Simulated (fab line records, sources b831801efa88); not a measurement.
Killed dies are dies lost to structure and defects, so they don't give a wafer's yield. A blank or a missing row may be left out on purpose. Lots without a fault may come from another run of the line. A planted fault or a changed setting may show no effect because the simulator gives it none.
Which tool did it? | flow sfq_line | 13 lots, 39 wafers sampled, at 5 steps of a route of 325

WHAT THE GAUGES READ, wafer by wafer
SFQ_M4_RS_MEAS_924: measures by four-point-probe. Usual: M4_NB_RS 0.894 ohm/sq, standard deviation 0.0094.
lot  | measured     | on            | M4_NB_RS (ohm/sq) | flag
L809 | day 43 17:56 | film_metro-03 | 0.895 0.888 0.881 |
L810 | day 43 23:56 | film_metro-01 | 0.886 0.888 0.891 |
L811 | day 44 07:07 | film_metro-01 | 0.905 0.899 0.896 |
L812 | day 44 14:21 | film_metro-01 | 0.911 0.899 0.891 |
L813 | day 45 00:05 | film_metro-02 | 0.883 0.885 0.897 |
L822 | day 48 04:35 | film_metro-02 | 0.895 0.896 0.897 |
L823 | day 48 11:47 | film_metro-03 | 0.886 0.890 0.888 |
L825 | day 49 20:41 | film_metro-02 | 0.885 0.894 0.885 |
L828 | day 50 08:34 | film_metro-01 | 0.892 0.903 0.887 |
L829 | day 51 03:45 | film_metro-03 | 0.882 0.898 0.893 |
L830 | day 51 20:34 | film_metro-02 | 0.881 0.869 0.874 |
L831 | day 52 03:47 | film_metro-02 | 0.901 0.893 0.898 |
L832 | day 52 12:10 | film_metro-03 | 0.894 0.902 0.897 |

SFQ_JJ_RS_MEAS_929: measures by four-point-probe. Usual: JJ_NB_RS 1.050 ohm/sq, standard deviation 0.013.
lot  | measured     | on            | JJ_NB_RS (ohm/sq) | flag
L809 | day 50 16:52 | film_metro-01 | 1.031 1.047 1.045 |
L810 | day 50 19:16 | film_metro-03 | 1.044 1.048 1.041 |
L811 | day 50 21:38 | film_metro-01 | 1.043 1.027 1.042 |
L812 | day 50 22:53 | film_metro-03 | 1.046 1.045 1.051 |
L813 | day 51 02:30 | film_metro-03 | 1.036 1.035 1.022 |
L822 | day 53 20:36 | film_metro-04 | 1.049 0.948 1.050 |
L823 | day 54 02:36 | film_metro-01 | 1.030 1.025 1.030 |
L825 | day 59 12:31 | film_metro-03 | 1.055 1.046 1.068 |
L828 | day 60 00:38 | film_metro-04 | 1.059 1.026 1.035 |
L829 | day 62 04:55 | film_metro-01 | 1.059 1.072 1.061 |
L830 | day 62 19:19 | film_metro-01 | 1.047 1.044 1.044 |
L831 | day 63 05:32 | film_metro-01 | 1.027 1.024 1.041 |
L832 | day 63 08:31 | film_metro-01 | 1.042 1.057 1.046 |

WHICH TOOL RAN EACH LOT (tool, then ch and the chambers of the sampled wafers, then the start)
lot  | SFQ_TRILAYER_M4_DEP_SPUTTER_091 | SFQ_TRILAYER_I4_VIA_ETCH_VIA_ETCH_106 | SFQ_TRILAYER_JJ_TRILAYER_DEP_SPUTTER_112
L809 | pvd_sputter-05, day 43 17:49    | rie_diel-01 ch 0,1, day 50 14:45      | pvd_sputter-04, day 50 16:46
L810 | pvd_sputter-03, day 43 23:49    | rie_diel-02 ch 1,2, day 50 17:09      | pvd_sputter-04, day 50 19:10
L811 | pvd_sputter-03, day 44 07:01    | rie_diel-02 ch 0,2,3, day 50 19:33    | pvd_sputter-05, day 50 21:34
L812 | pvd_sputter-05, day 44 14:13    | rie_diel-01 ch 0,2,3, day 50 20:45    | pvd_sputter-04, day 50 22:46
L813 | pvd_sputter-06, day 44 23:56    | rie_diel-03 ch 1,2, day 51 00:21      | pvd_sputter-03, day 51 02:22
L822 | pvd_sputter-05, day 48 04:28    | rie_diel-03 ch 0,1, day 53 18:28      | pvd_sputter-04, day 53 20:29
L823 | pvd_sputter-03, day 48 11:40    | rie_diel-02 ch 0,1,3, day 54 00:28    | pvd_sputter-05, day 54 02:29
L825 | pvd_sputter-03, day 49 20:34    | rie_diel-01 ch 0,2,3, day 59 10:24    | pvd_sputter-04, day 59 12:25
L828 | pvd_sputter-03, day 50 08:28    | rie_diel-01 ch 1,2,3, day 59 22:32    | pvd_sputter-04, day 60 00:32
L829 | pvd_sputter-06, day 51 03:40    | rie_diel-02 ch 0,1,3, day 62 02:48    | pvd_sputter-05, day 62 04:50
L830 | pvd_sputter-06, day 51 20:28    | rie_diel-03 ch 0,1,2, day 62 17:12    | pvd_sputter-04, day 62 19:13
L831 | pvd_sputter-06, day 52 03:40    | rie_diel-01 ch 0,1,2, day 63 02:56    | pvd_sputter-05, day 63 05:25
L832 | pvd_sputter-03, day 52 12:04    | rie_diel-03 ch 0,1,3, day 63 06:24    | pvd_sputter-05, day 63 08:25
- SFQ_TRILAYER_M4_DEP_SPUTTER_091: material Nb, target thk 200 nm, time 133.3 s.
- SFQ_TRILAYER_I4_VIA_ETCH_VIA_ETCH_106: etches SiO2 in CHF3, stops on Nb, target depth 260 nm.
- SFQ_TRILAYER_JJ_TRILAYER_DEP_SPUTTER_112: material Nb, target thk 170 nm, time 113.3 s.

WHAT THE TOOLS THEMSELVES READ (means of the sampled wafers that have a number; where no wafer has one, the mark that the record gives instead)
SFQ_TRILAYER_M4_DEP_SPUTTER_091. Usual: throttle_valve_pct 30.0 %, standard deviation 1.1.
lot  | tool           | throttle_valve_pct (%) | flag
L809 | pvd_sputter-05 | 29.3                   |
L810 | pvd_sputter-03 | 31.1                   |
L811 | pvd_sputter-03 | 30.1                   |
L812 | pvd_sputter-05 | 30.1                   |
L813 | pvd_sputter-06 | 30.2                   |
L822 | pvd_sputter-05 | 29.9                   |
L823 | pvd_sputter-03 | 29.7                   |
L825 | pvd_sputter-03 | 30.3                   |
L828 | pvd_sputter-03 | 31.3                   |
L829 | pvd_sputter-06 | 29.5                   |
L830 | pvd_sputter-06 | 29.7                   |
L831 | pvd_sputter-06 | 30.1                   |
L832 | pvd_sputter-03 | 30.4                   |

SFQ_TRILAYER_I4_VIA_ETCH_VIA_ETCH_106. Usual: chamber_pressure_mTorr 30.003 mTorr, standard deviation 0.027; drypump_motor_current_A 5.8 A, standard deviation 0.41; oes_product_au 0.853 a.u., standard deviation 0.0051.
lot  | tool        | chamber_pressure_mTorr (mTorr) | drypump_motor_current_A (A) | oes_product_au (a.u.) | flag
L809 | rie_diel-01 | 29.973                         | 5.5                         | 0.852                 |
L810 | rie_diel-02 | 30.009                         | 5.9                         | 0.850                 |
L811 | rie_diel-02 | 29.983                         | 5.8                         | 0.856                 |
L812 | rie_diel-01 | 30.005                         | 6.1                         | 0.851                 |
L813 | rie_diel-03 | 30.005                         | 6.3                         | 0.862                 |
L822 | rie_diel-03 | 29.998                         | 5.7                         | 0.852                 |
L823 | rie_diel-02 | 29.996                         | 5.6                         | 0.850                 |
L825 | rie_diel-01 | 29.999                         | 6.1                         | 0.855                 |
L828 | rie_diel-01 | 29.977                         | 6.0                         | 0.850                 |
L829 | rie_diel-02 | 30.026                         | 5.6                         | 0.851                 |
L830 | rie_diel-03 | 30.003                         | 5.9                         | 0.852                 |
L831 | rie_diel-01 | 30.027                         | 5.6                         | 0.849                 |
L832 | rie_diel-03 | 30.007                         | 5.8                         | 0.851                 |

SFQ_TRILAYER_JJ_TRILAYER_DEP_SPUTTER_112. Usual: throttle_valve_pct 30.4 %, standard deviation 0.98.
lot  | tool           | throttle_valve_pct (%) | flag
L809 | pvd_sputter-04 | 30.8                   |
L810 | pvd_sputter-04 | 30.9                   |
L811 | pvd_sputter-05 | 30.6                   |
L812 | pvd_sputter-04 | 29.6                   |
L813 | pvd_sputter-03 | 30.4                   |
L822 | pvd_sputter-04 | 30.3                   |
L823 | pvd_sputter-05 | 30.0                   |
L825 | pvd_sputter-04 | 30.5                   |
L828 | pvd_sputter-04 | 30.3                   |
L829 | pvd_sputter-05 | 31.2                   |
L830 | pvd_sputter-04 | 29.7                   |
L831 | pvd_sputter-05 | 29.9                   |
L832 | pvd_sputter-05 | 29.8                   |

THE ANSWER, worked out from the rows above alone
Rule: a lot is off if the mean of its wafers that have a number lies more than 3 standard deviations from the usual mean. A lot without any number at a reading at which 4 lots or more have one is off too. The other lots that the step has rows for count as sound. The gauges are gone through in route order, then the tools' own readings, and for those a lot's mean is taken as printed above. The first step at which some lot is off is used, and at that step the reading that is off furthest; a lot without a number counts as furthest.
No lot is off at any reading shown: from this, nothing can be told.

WHAT THE SIMULATOR HAD PUT IN
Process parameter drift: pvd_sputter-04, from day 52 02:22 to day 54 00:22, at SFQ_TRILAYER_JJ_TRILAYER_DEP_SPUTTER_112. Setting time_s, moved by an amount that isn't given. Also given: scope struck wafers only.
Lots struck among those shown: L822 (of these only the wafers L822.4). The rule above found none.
